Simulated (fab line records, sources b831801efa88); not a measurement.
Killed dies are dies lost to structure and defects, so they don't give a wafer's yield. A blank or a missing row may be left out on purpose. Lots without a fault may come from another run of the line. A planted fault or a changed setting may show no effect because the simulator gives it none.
Which tool did it? | flow sky130 | 12 lots, 36 wafers sampled, at 4 steps of a route of 708

WHAT THE GAUGES READ, wafer by wafer
SKY_VIA4_THK_MEAS_20: measures by xrf. Usual: VIA4_W_THK 503 nm, standard deviation 7.2.
lot  | measured     | on            | VIA4_W_THK (nm) | flag
L494 | day 43 14:05 | film_metro-02 | 493 503 498     |
L495 | day 43 17:16 | film_metro-01 | 497 503 504     |
L496 | day 44 06:12 | film_metro-01 | 494 505 506     |
L498 | day 44 22:59 | film_metro-01 | 508 512 506     |
L497 | day 45 01:29 | film_metro-01 | 501 495 506     |
L500 | day 45 03:37 | film_metro-01 | 498 496 496     |
L502 | day 45 20:55 | film_metro-04 | 502 503 505     |
L506 | day 46 19:25 | film_metro-02 | 505 509 504     |
L507 | day 46 22:06 | film_metro-02 | 511 504 504     |
L508 | day 47 07:59 | film_metro-01 | 512 509 494     |
L509 | day 47 11:30 | film_metro-01 | 493 498 497     |
L510 | day 48 04:50 | film_metro-02 | 519 503 516     |

SKY_PAD_OPEN_BOW_MEAS_13. Usual: PAD_OPEN_BOW 49 um, standard deviation 9.7.
lot  | measured     | on            | PAD_OPEN_BOW (um) | flag
L494 | day 46 11:55 | film_metro-03 | 48 48 30          |
L495 | day 46 14:37 | film_metro-02 | 66 63 78          |
L496 | day 47 01:36 | film_metro-02 | 54 63 50          |
L498 | day 47 17:35 | film_metro-02 | 56 51 58          |
L497 | day 47 20:04 | film_metro-03 | 59 50 54          |
L500 | day 47 20:46 | film_metro-04 | 39 50 43          |
L502 | day 48 13:56 | film_metro-04 | 33 44 58          |
L506 | day 49 10:16 | film_metro-03 | 55 52 46          |
L507 | day 49 12:19 | film_metro-03 | 36 34 45          |
L508 | day 49 20:30 | film_metro-03 | 57 49 40          |
L509 | day 49 22:29 | film_metro-03 | 24 39 40          |
L510 | day 50 14:20 | film_metro-02 | 51 46 51          |

WHICH TOOL RAN EACH LOT (tool, then ch and the chambers of the sampled wafers, then the start)
lot  | SKY_VIA4_CMP_02               | SKY_PASSIVATION_STRIP_12
L494 | cmp-01 ch 0,1, day 42 13:05   | plasma_asher-03 ch 0,1, day 45 12:50
L495 | cmp-01 ch 2,3, day 42 17:26   | plasma_asher-03 ch 0,1, day 45 15:03
L496 | cmp-01 ch 1,3, day 43 05:53   | plasma_asher-02 ch 0,1, day 46 03:24
L498 | cmp-02 ch 0,1,2, day 43 23:28 | plasma_asher-01 ch 0,1, day 46 18:52
L497 | cmp-02 ch 0,3, day 44 01:23   | plasma_asher-03 ch 0,1, day 46 21:40
L500 | cmp-02 ch 0,1,2, day 44 03:52 | plasma_asher-01 ch 0,1, day 46 22:31
L502 | cmp-02 ch 1,3, day 44 22:37   | plasma_asher-03 ch 0,1, day 47 16:10
L506 | cmp-02 ch 1,2,3, day 45 21:04 | plasma_asher-02 ch 0,1, day 48 13:32
L507 | cmp-01 ch 0,1,2, day 46 00:42 | plasma_asher-03 ch 0,1, day 48 15:34
L508 | cmp-02 ch 0,1, day 46 09:47   | plasma_asher-02 ch 0,1, day 49 00:52
L509 | cmp-02 ch 0,1,3, day 46 14:10 | plasma_asher-02 ch 0,1, day 49 03:31
L510 | cmp-01 ch 0,1,2, day 47 07:05 | plasma_asher-02 ch 0,1, day 49 18:58
- SKY_VIA4_CMP_02: polishes SiO2.
- SKY_PASSIVATION_STRIP_12: strips in O2/N2.

WHAT THE TOOLS THEMSELVES READ (means of the sampled wafers that have a number; where no wafer has one, the mark that the record gives instead)
SKY_VIA4_CMP_02. Usual: motor_current_A 11.5 A, standard deviation 1.2.
lot  | tool   | motor_current_A (A) | flag
L494 | cmp-01 | 11.8                |
L495 | cmp-01 | 9.8                 |
L496 | cmp-01 | 9.9                 |
L498 | cmp-02 | 12.1                |
L497 | cmp-02 | 11.7                |
L500 | cmp-02 | 12.1                |
L502 | cmp-02 | 11.6                |
L506 | cmp-02 | 12.3                |
L507 | cmp-01 | 10.9                |
L508 | cmp-02 | 12.0                |
L509 | cmp-02 | 11.9                |
L510 | cmp-01 | 11.1                |

SKY_PASSIVATION_STRIP_12. Usual: chamber_pressure_mTorr 1499.9 mTorr, standard deviation 1.4; drypump_motor_current_A 6.0 A, standard deviation 0.46; o2_flow_sccm 3001 sccm, standard deviation 9; oes_product_au 0.660 a.u., standard deviation 0.005; strip_time_to_endpoint_s 31.50 s, standard deviation 0.12.
lot  | tool            | chamber_pressure_mTorr (mTorr) | drypump_motor_current_A (A) | o2_flow_sccm (sccm) | oes_product_au (a.u.) | strip_time_to_endpoint_s (s) | flag
L494 | plasma_asher-03 | 1499.4                         | 6.0                         | 3009                | 0.662                 | 31.47                        |
L495 | plasma_asher-03 | 1500.3                         | 6.0                         | 3000                | 0.660                 | 31.44                        |
L496 | plasma_asher-02 | 1501.0                         | 5.6                         | 2992                | 0.662                 | 31.63                        |
L498 | plasma_asher-01 | 1499.3                         | 6.1                         | 2987                | 0.658                 | 31.48                        |
L497 | plasma_asher-03 | 1500.0                         | 6.0                         | 3012                | 0.657                 | 31.55                        |
L500 | plasma_asher-01 | 1500.0                         | 6.0                         | 3008                | 0.659                 | 31.51                        |
L502 | plasma_asher-03 | 1497.9                         | 6.0                         | 2991                | 0.665                 | 31.51                        |
L506 | plasma_asher-02 | 1499.2                         | 5.9                         | 2993                | 0.660                 | 31.46                        |
L507 | plasma_asher-03 | 1499.3                         | 6.0                         | 3005                | 0.661                 | 31.21                        |
L508 | plasma_asher-02 | 1499.9                         | 5.6                         | 3008                | 0.657                 | 31.72                        |
L509 | plasma_asher-02 | 1500.4                         | 5.6                         | 3000                | 0.659                 | 31.54                        |
L510 | plasma_asher-02 | 1498.8                         | 5.6                         | 3000                | 0.656                 | 31.56                        |

THE ANSWER, worked out from the rows above alone
Rule: a lot is off if the mean of its wafers that have a number lies more than 3 standard deviations from the usual mean. A lot without any number at a reading at which 4 lots or more have one is off too. The other lots that the step has rows for count as sound. The gauges are gone through in route order, then the tools' own readings, and for those a lot's mean is taken as printed above. The first step at which some lot is off is used, and at that step the reading that is off furthest; a lot without a number counts as furthest.
No lot is off at any reading shown: from this, nothing can be told.

WHAT THE SIMULATOR HAD PUT IN
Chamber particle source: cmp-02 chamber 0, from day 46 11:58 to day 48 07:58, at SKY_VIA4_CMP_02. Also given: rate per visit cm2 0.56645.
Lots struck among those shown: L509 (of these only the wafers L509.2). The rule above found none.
